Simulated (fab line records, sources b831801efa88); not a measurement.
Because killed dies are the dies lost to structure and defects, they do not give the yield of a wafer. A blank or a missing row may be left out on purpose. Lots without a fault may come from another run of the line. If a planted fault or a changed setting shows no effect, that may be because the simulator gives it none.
Comparing a struck lot with a sound one    flow gf180mcu    17 steps out of a route of 602
Sound: these wafers, L491.3, L491.4, L491.5. Struck: wafer L501.4 (left out: L501.3, L501.5 of the same lot, which were not struck); the cause appears at the end.
Per side, at each step with rows, come the tool, then ch with its chambers, and then its first start. Under that, the readings that differ: sound wafers    struck wafers    difference of the means    sigmas: that difference in standard deviations of wafers without a fault.
alike: words and numbers the same on both sides, and readings whose means are apart by under 2 such deviations; not compared: readings that were withheld, readings missing a value for some wafer, numbers with overlapping values and no deviation given by the record, and bounds like >300 which may hide the same value.
A row with sigmas, a row that says differs or no value, or rows on one side alone: a step with any of these is where the two part. Numbers that have no deviation but don't overlap get no sigmas and don't part them. A reading that every wafer of one side lacks parts them only if that side has two wafers or more.

first, 3 steps without rows for these wafers: GF_V1_EXPOSE_11 (exposes mask Via1, target cd 260 nm); GF_V1_PEB_12 (peb time 90 s); GF_V1_DEVELOP_13 (develop time 60 s).
GF_V1_CD_MEAS_14: the cd target is 260 nm.
  sound: cd sem-02 at day 19 18:59; struck: cd sem-02 at day 23 07:56
  alike: cd nm
GF_V1_OVL_MEAS_15:
  sound: overlay-02 at day 19 19:05; struck: overlay-01 at day 23 08:02
  alike: V1_OVL
then, 1 step without rows for these wafers: GF_V1_ETCH_16 (etches BARC in N2/H2).
GF_V1_ETCH_17: etches SiO2 in C4F8/O2/Ar, stops on TiN, target depth 630 nm.
  sound: rie diel-01 ch 1,2,3; struck: rie diel-02 ch 3
  alike: oes product au
GF_V1_STRIP_18: strips in O2/N2.
  sound on plasma asher-03 ch 0,1, day 19 19:16; struck on plasma asher-03 ch 0, day 23 08:13
  alike: drypump motor current A, heater power w, oes product au
  not compared: rf hours counter h
then, 2 steps without rows for these wafers: GF_V1_STRIP_19 (strips in post etch residue remover, time 1200 s); GF_V1_CLEAN_20 (cleans in DIW).
GF_V1_SPUTTER_21: material Ti, target thk 15 nm, time 80.02 s.
  sound: pvd sputter-01 at day 19 19:46; struck: pvd sputter-01 at day 23 08:45
  alike: substrate temp c, throttle valve pct
GF_V1_SPUTTER_22: material TiN, target thk 10 nm, time 40 s.
  sound: pvd sputter-01 at day 19 19:50; struck: pvd sputter-01 at day 23 08:49
  alike: throttle valve pct
GF_V1_CVD_23: deposits W, target thk 350 nm, time 105.05 s.
  sound on cvd w-01 ch 0,1, day 19 19:54; struck on cvd w-02 ch 1, day 23 08:53
  alike: heater power outer w, heater power w
GF_V1_RS_MEAS_24: the measuring method here is four-point-probe.
  sound: film metro-01 at day 19 20:01; struck: film metro-04 at day 23 09:00
reading           sound              struck  difference  sigmas
V1_W_RS (ohm/sq)  0.329 0.324 0.326  0.375   +0.049      +12
GF_V1_THK_MEAS_25: measures by xrf.
  sound: film metro-01 at day 19 20:07; struck: film metro-04 at day 23 09:06
reading        sound        struck  difference  sigmas
V1_W_THK (nm)  340 346 346  308     -36         -8
GF_V1_CMP_26: polishes, stops on SiO2, t overpolish 15 s, target thk 0 nm.
  sound on cmp-02 ch 1,2,3, day 19 20:16; struck on cmp-01 ch 1, day 23 09:08
  alike: motor current A, overpolish run s, time to endpoint s
-- the record jumps here: 10 days lie between the struck wafers' starts before and after (it left off in module V1 and takes up again in module PASSIVATION, whose first step shown is number 602 of the route) --
GF_PASSIVATION_PROBE_99:
  record: rows for the struck wafers here (prober-01, day 33 01:01), none for the sound ones

WHERE THEY PART
First at GF_V1_RS_MEAS_24; last, within this record, at GF_PASSIVATION_PROBE_99.

WHY: what had been put in by the simulator
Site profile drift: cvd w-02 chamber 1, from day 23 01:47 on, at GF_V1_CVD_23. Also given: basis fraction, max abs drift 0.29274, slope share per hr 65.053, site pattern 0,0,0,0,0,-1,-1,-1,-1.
